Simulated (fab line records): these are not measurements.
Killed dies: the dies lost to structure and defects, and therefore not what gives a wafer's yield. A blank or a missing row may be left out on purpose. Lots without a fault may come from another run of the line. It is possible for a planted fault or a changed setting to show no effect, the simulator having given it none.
2 desks, one fault    flow gf180mcu    what lay behind the numbers comes last; until then each desk has only its own

THE TOOL OWNER'S DESK: implanter-02
For each lot that ran on this tool, the mean over its sampled wafers that have a number, from the tool's own readings at GF_HV_LDD_IMPLANT_48. A lot is out of limits, marked OUT, if its mean lies more than 4 standard deviations from the usual mean; the brackets give that distance.
Columns: A = dose ions cm2 at GF_HV_LDD_IMPLANT_48, usual 2.9999e+13; B = faraday current uA at GF_HV_LDD_IMPLANT_48, usual 169
lot   first seen here  A                     B
L356  day 12 22:49     2.9985e+13            165
L359  day 14 01:50     3.0000e+13            169
L368  day 17 01:18     3.2713e+13 (+94) OUT  186 (+4.5) OUT
L371  day 17 17:15     3.2746e+13 (+95) OUT  189 (+5.2) OUT
This desk's verdict: out of limits on L368, L371, starting with L368 at day 17 01:18 (dose ions cm2 at GF_HV_LDD_IMPLANT_48). Within limits: L356, L359.

METROLOGY DESK
Lot by lot, what the gauges showed, no matter which tool ran the lot: averages of those sampled wafers that carry a number. A lot is out of limits, marked OUT, if its mean lies more than 4 standard deviations from the usual mean; the brackets give that distance.
Columns: A = HV_LDD_3_TW at GF_HV_LDD_TW_MEAS_38, usual 1453; B = cd nm at GF_HV_LDD_CD_MEAS_46, usual 400.9 nm; C = HV_LDD_03_OVL at GF_HV_LDD_OVL_MEAS_47, usual 0.2 nm
lot   first seen here  A     B      C
L356  day 12 02:58     1460  401.4  -3.9
L359  day 13 05:04     1434  398.0  -1.1
L368  day 16 03:08     1474  399.7  -1.7
L371  day 16 18:32     1465  396.4  1.0
L372  day 17 02:43     1402  400.0  -1.6
L375  day 18 04:50     1467  400.5  -1.1
This desk found nothing out of limits on any of the 6 lots.

PUT TOGETHER
An alarm could have come from the tool owner's desk at day 17 01:18, on L368, L371.
Nothing out of limits was seen by the metrology desk.
The metrology desk has L368, L371 on record, within its limits.
GF_HV_LDD_IMPLANT_48 was run on implanter-02 by each of the lots named.

WHAT WAS PUT IN BY THE SIMULATOR
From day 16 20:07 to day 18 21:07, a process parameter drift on implanter-02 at GF_HV_LDD_IMPLANT_48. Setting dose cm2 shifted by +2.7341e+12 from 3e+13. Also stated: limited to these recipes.
Struck lots among those shown: L368, L371.
Each desk's first reading out of limits, in hours after the fault started: the tool owner's desk, 5.
